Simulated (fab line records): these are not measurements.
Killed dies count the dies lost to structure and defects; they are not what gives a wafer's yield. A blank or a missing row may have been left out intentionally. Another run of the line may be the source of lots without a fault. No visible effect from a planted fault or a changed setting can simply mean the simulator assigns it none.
Which of the tools did it? || flow gf180mcu || 39 wafers from 13 lots sampled at 4 of the route's 602 steps

== WHAT THE GAUGES READ, wafer by wafer ==
No reading from a measuring or inspecting step in the record can be judged against a usual standard deviation.

== WHICH TOOL RAN EACH LOT (tool, then ch and the chambers of the sampled wafers, then the start) ==
{"lot": "L292", "GF_MVPSD_EXPOSE_04": "iline stepper-02 ch 0, day 4 18:11", "GF_V1_ETCH_16": "rie diel-01 ch 0,1,2, day 18 03:14", "GF_M3_SPUTTER_00": "pvd sputter-04, day 20 08:44", "GF_M3_SPUTTER_04": "pvd sputter-04, day 20 08:55"}
{"lot": "L293", "GF_MVPSD_EXPOSE_04": "iline stepper-01 ch 0, day 4 22:42", "GF_V1_ETCH_16": "rie diel-01 ch 0,1,2, day 18 06:06", "GF_M3_SPUTTER_00": "pvd sputter-01, day 20 11:14", "GF_M3_SPUTTER_04": "pvd sputter-01, day 20 11:25"}
{"lot": "L294", "GF_MVPSD_EXPOSE_04": "iline stepper-02 ch 0, day 5 04:09", "GF_V1_ETCH_16": "rie diel-01 ch 2,3, day 18 15:49", "GF_M3_SPUTTER_00": "pvd sputter-02, day 20 20:55", "GF_M3_SPUTTER_04": "pvd sputter-02, day 20 21:05"}
{"lot": "L295", "GF_MVPSD_EXPOSE_04": "iline stepper-02 ch 0, day 5 10:43", "GF_V1_ETCH_16": "rie diel-03 ch 0,1,3, day 19 12:30", "GF_M3_SPUTTER_00": "pvd sputter-04, day 21 16:35", "GF_M3_SPUTTER_04": "pvd sputter-04, day 21 16:46"}
{"lot": "L296", "GF_MVPSD_EXPOSE_04": "iline stepper-02 ch 0, day 5 17:32", "GF_V1_ETCH_16": "rie diel-01 ch 1,3, day 19 22:08", "GF_M3_SPUTTER_00": "pvd sputter-02, day 22 02:06", "GF_M3_SPUTTER_04": "pvd sputter-02, day 22 02:17"}
{"lot": "L298", "GF_MVPSD_EXPOSE_04": "iline stepper-01 ch 0, day 6 06:19", "GF_V1_ETCH_16": "rie diel-01 ch 0,1,3, day 20 17:23", "GF_M3_SPUTTER_00": "pvd sputter-01, day 22 20:55", "GF_M3_SPUTTER_04": "pvd sputter-01, day 22 21:06"}
{"lot": "L301", "GF_MVPSD_EXPOSE_04": "iline stepper-02 ch 0, day 6 22:48", "GF_V1_ETCH_16": "rie diel-03 ch 0,3, day 21 17:35", "GF_M3_SPUTTER_00": "pvd sputter-01, day 23 19:56", "GF_M3_SPUTTER_04": "pvd sputter-01, day 23 20:07"}
{"lot": "L303", "GF_MVPSD_EXPOSE_04": "iline stepper-01 ch 0, day 7 11:42", "GF_V1_ETCH_16": "rie diel-01 ch 0,1,2, day 22 14:04", "GF_M3_SPUTTER_00": "pvd sputter-02, day 24 14:53", "GF_M3_SPUTTER_04": "pvd sputter-02, day 24 15:04"}
{"lot": "L304", "GF_MVPSD_EXPOSE_04": "iline stepper-01 ch 0, day 7 15:37", "GF_V1_ETCH_16": "rie diel-04 ch 0,3, day 22 14:46", "GF_M3_SPUTTER_00": "pvd sputter-04, day 24 16:08", "GF_M3_SPUTTER_04": "pvd sputter-04, day 24 16:19"}
{"lot": "L306", "GF_MVPSD_EXPOSE_04": "iline stepper-02 ch 0, day 8 04:03", "GF_V1_ETCH_16": "rie diel-04 ch 0,1,3, day 23 05:54", "GF_M3_SPUTTER_00": "pvd sputter-02, day 25 06:37", "GF_M3_SPUTTER_04": "pvd sputter-02, day 25 06:48"}
{"lot": "L307", "GF_MVPSD_EXPOSE_04": "iline stepper-02 ch 0, day 8 09:44", "GF_V1_ETCH_16": "rie diel-04 ch 0,1,3, day 23 17:29", "GF_M3_SPUTTER_00": "pvd sputter-02, day 25 17:37", "GF_M3_SPUTTER_04": "pvd sputter-02, day 25 17:48"}
{"lot": "L308", "GF_MVPSD_EXPOSE_04": "iline stepper-01 ch 0, day 8 16:33", "GF_V1_ETCH_16": "rie diel-04 ch 0,1,2, day 23 23:43", "GF_M3_SPUTTER_00": "pvd sputter-02, day 26 00:31", "GF_M3_SPUTTER_04": "pvd sputter-02, day 26 00:42"}
{"lot": "L312", "GF_MVPSD_EXPOSE_04": "iline stepper-01 ch 0, day 9 15:28", "GF_V1_ETCH_16": "rie diel-04 ch 1,2, day 25 04:55", "GF_M3_SPUTTER_00": "pvd sputter-02, day 26 23:49", "GF_M3_SPUTTER_04": "pvd sputter-02, day 27 00:00"}
- GF_MVPSD_EXPOSE_04: exposes mask MVPSD, target cd 1000 nm.
- GF_V1_ETCH_16: etches BARC in N2/H2.
- GF_M3_SPUTTER_00: material Ti, target thk 37.5 nm, time 150 s.
- GF_M3_SPUTTER_04: material TiN, target thk 50 nm, time 41.7 s.

== AS READ BY THE TOOLS THEMSELVES (means over the sampled wafers that have a number; for cases with no such wafer, the mark the record gives instead) ==
GF_MVPSD_EXPOSE_04. Usual: reticle temp C 22.99 C, standard deviation 0.11.
{"lot": "L292", "tool": "iline stepper-02", "reticle temp C (C)": 23.03, "flag": ""}
{"lot": "L293", "tool": "iline stepper-01", "reticle temp C (C)": 23.01, "flag": ""}
{"lot": "L294", "tool": "iline stepper-02", "reticle temp C (C)": 22.95, "flag": ""}
{"lot": "L295", "tool": "iline stepper-02", "reticle temp C (C)": 22.93, "flag": ""}
{"lot": "L296", "tool": "iline stepper-02", "reticle temp C (C)": 22.95, "flag": ""}
{"lot": "L298", "tool": "iline stepper-01", "reticle temp C (C)": 22.85, "flag": ""}
{"lot": "L301", "tool": "iline stepper-02", "reticle temp C (C)": 22.98, "flag": ""}
{"lot": "L303", "tool": "iline stepper-01", "reticle temp C (C)": 22.89, "flag": ""}
{"lot": "L304", "tool": "iline stepper-01", "reticle temp C (C)": 23.11, "flag": ""}
{"lot": "L306", "tool": "iline stepper-02", "reticle temp C (C)": 22.98, "flag": ""}
{"lot": "L307", "tool": "iline stepper-02", "reticle temp C (C)": 23.03, "flag": ""}
{"lot": "L308", "tool": "iline stepper-01", "reticle temp C (C)": 22.93, "flag": ""}
{"lot": "L312", "tool": "iline stepper-01", "reticle temp C (C)": 23.01, "flag": ""}

GF_V1_ETCH_16. Usual: chamber pressure mTorr 30.000 mTorr, standard deviation 0.027; drypump motor current A 5.8 A, standard deviation 0.54; oes product au 0.855 a.u., standard deviation 0.0048; throttle valve pct 13.225 %, standard deviation 0.0099.
{"lot": "L292", "tool": "rie diel-01", "chamber pressure mTorr (mTorr)": 29.985, "drypump motor current A (A)": 5.2, "oes product au (a.u.)": 0.854, "throttle valve pct (%)": 13.217, "flag": ""}
{"lot": "L293", "tool": "rie diel-01", "chamber pressure mTorr (mTorr)": 30.000, "drypump motor current A (A)": 5.2, "oes product au (a.u.)": 0.851, "throttle valve pct (%)": 13.220, "flag": ""}
{"lot": "L294", "tool": "rie diel-01", "chamber pressure mTorr (mTorr)": 29.987, "drypump motor current A (A)": 5.2, "oes product au (a.u.)": 0.852, "throttle valve pct (%)": 13.215, "flag": ""}
{"lot": "L295", "tool": "rie diel-03", "chamber pressure mTorr (mTorr)": 30.001, "drypump motor current A (A)": 6.1, "oes product au (a.u.)": 0.857, "throttle valve pct (%)": 13.228, "flag": ""}
{"lot": "L296", "tool": "rie diel-01", "chamber pressure mTorr (mTorr)": 30.002, "drypump motor current A (A)": 5.9, "oes product au (a.u.)": 0.856, "throttle valve pct (%)": 13.230, "flag": ""}
{"lot": "L298", "tool": "rie diel-01", "chamber pressure mTorr (mTorr)": 29.989, "drypump motor current A (A)": 5.8, "oes product au (a.u.)": 0.861, "throttle valve pct (%)": 13.228, "flag": ""}
{"lot": "L301", "tool": "rie diel-03", "chamber pressure mTorr (mTorr)": 30.019, "drypump motor current A (A)": 6.2, "oes product au (a.u.)": 0.850, "throttle valve pct (%)": 13.223, "flag": ""}
{"lot": "L303", "tool": "rie diel-01", "chamber pressure mTorr (mTorr)": 29.996, "drypump motor current A (A)": 5.2, "oes product au (a.u.)": 0.859, "throttle valve pct (%)": 13.219, "flag": ""}
{"lot": "L304", "tool": "rie diel-04", "chamber pressure mTorr (mTorr)": 30.037, "drypump motor current A (A)": 5.9, "oes product au (a.u.)": 0.852, "throttle valve pct (%)": 13.219, "flag": ""}
{"lot": "L306", "tool": "rie diel-04", "chamber pressure mTorr (mTorr)": 30.010, "drypump motor current A (A)": 6.0, "oes product au (a.u.)": 0.858, "throttle valve pct (%)": 13.224, "flag": ""}
{"lot": "L307", "tool": "rie diel-04", "chamber pressure mTorr (mTorr)": 29.994, "drypump motor current A (A)": 6.0, "oes product au (a.u.)": 0.859, "throttle valve pct (%)": 13.225, "flag": ""}
{"lot": "L308", "tool": "rie diel-04", "chamber pressure mTorr (mTorr)": 30.029, "drypump motor current A (A)": 5.9, "oes product au (a.u.)": 0.855, "throttle valve pct (%)": 13.222, "flag": ""}
{"lot": "L312", "tool": "rie diel-04", "chamber pressure mTorr (mTorr)": 29.984, "drypump motor current A (A)": 6.3, "oes product au (a.u.)": 0.856, "throttle valve pct (%)": 13.222, "flag": ""}

GF_M3_SPUTTER_00. Usual: throttle valve pct 30.2 %, standard deviation 1.1.
{"lot": "L292", "tool": "pvd sputter-04", "throttle valve pct (%)": 30.3, "flag": ""}
{"lot": "L293", "tool": "pvd sputter-01", "throttle valve pct (%)": 28.4, "flag": ""}
{"lot": "L294", "tool": "pvd sputter-02", "throttle valve pct (%)": 30.6, "flag": ""}
{"lot": "L295", "tool": "pvd sputter-04", "throttle valve pct (%)": 30.5, "flag": ""}
{"lot": "L296", "tool": "pvd sputter-02", "throttle valve pct (%)": 30.2, "flag": ""}
{"lot": "L298", "tool": "pvd sputter-01", "throttle valve pct (%)": 29.0, "flag": ""}
{"lot": "L301", "tool": "pvd sputter-01", "throttle valve pct (%)": 28.8, "flag": ""}
{"lot": "L303", "tool": "pvd sputter-02", "throttle valve pct (%)": 30.2, "flag": ""}
{"lot": "L304", "tool": "pvd sputter-04", "throttle valve pct (%)": 30.5, "flag": ""}
{"lot": "L306", "tool": "pvd sputter-02", "throttle valve pct (%)": 30.9, "flag": ""}
{"lot": "L307", "tool": "pvd sputter-02", "throttle valve pct (%)": 31.1, "flag": ""}
{"lot": "L308", "tool": "pvd sputter-02", "throttle valve pct (%)": 30.2, "flag": ""}
{"lot": "L312", "tool": "pvd sputter-02", "throttle valve pct (%)": 30.9, "flag": ""}

GF_M3_SPUTTER_04. Usual: throttle valve pct 30.2 %, standard deviation 1.1.
{"lot": "L292", "tool": "pvd sputter-04", "throttle valve pct (%)": 30.3, "flag": ""}
{"lot": "L293", "tool": "pvd sputter-01", "throttle valve pct (%)": 28.3, "flag": ""}
{"lot": "L294", "tool": "pvd sputter-02", "throttle valve pct (%)": 30.9, "flag": ""}
{"lot": "L295", "tool": "pvd sputter-04", "throttle valve pct (%)": 30.5, "flag": ""}
{"lot": "L296", "tool": "pvd sputter-02", "throttle valve pct (%)": 30.2, "flag": ""}
{"lot": "L298", "tool": "pvd sputter-01", "throttle valve pct (%)": 28.8, "flag": ""}
{"lot": "L301", "tool": "pvd sputter-01", "throttle valve pct (%)": 28.7, "flag": ""}
{"lot": "L303", "tool": "pvd sputter-02", "throttle valve pct (%)": 30.2, "flag": ""}
{"lot": "L304", "tool": "pvd sputter-04", "throttle valve pct (%)": 30.3, "flag": ""}
{"lot": "L306", "tool": "pvd sputter-02", "throttle valve pct (%)": 31.0, "flag": ""}
{"lot": "L307", "tool": "pvd sputter-02", "throttle valve pct (%)": 31.1, "flag": ""}
{"lot": "L308", "tool": "pvd sputter-02", "throttle valve pct (%)": 30.4, "flag": ""}
{"lot": "L312", "tool": "pvd sputter-02", "throttle valve pct (%)": 31.2, "flag": ""}

== THE ANSWER, worked out from the rows above alone ==
Rule: a lot counts as off when the mean over its wafers that have a number is more than 3 standard deviations away from the usual mean. Also off: a lot with no number at a reading for which 4 or more lots have one. Any other lot the step has rows for is counted as sound. After the gauges, taken in route order, come the tools' own readings; for these a lot's mean is taken, as printed above. At the first step where some lot is off, the reading lying furthest off is the one used; lots without a number count as furthest.
Across all readings shown, no lot is off: no conclusion can be drawn from this.

== WHAT THE SIMULATOR HAD PUT IN ==
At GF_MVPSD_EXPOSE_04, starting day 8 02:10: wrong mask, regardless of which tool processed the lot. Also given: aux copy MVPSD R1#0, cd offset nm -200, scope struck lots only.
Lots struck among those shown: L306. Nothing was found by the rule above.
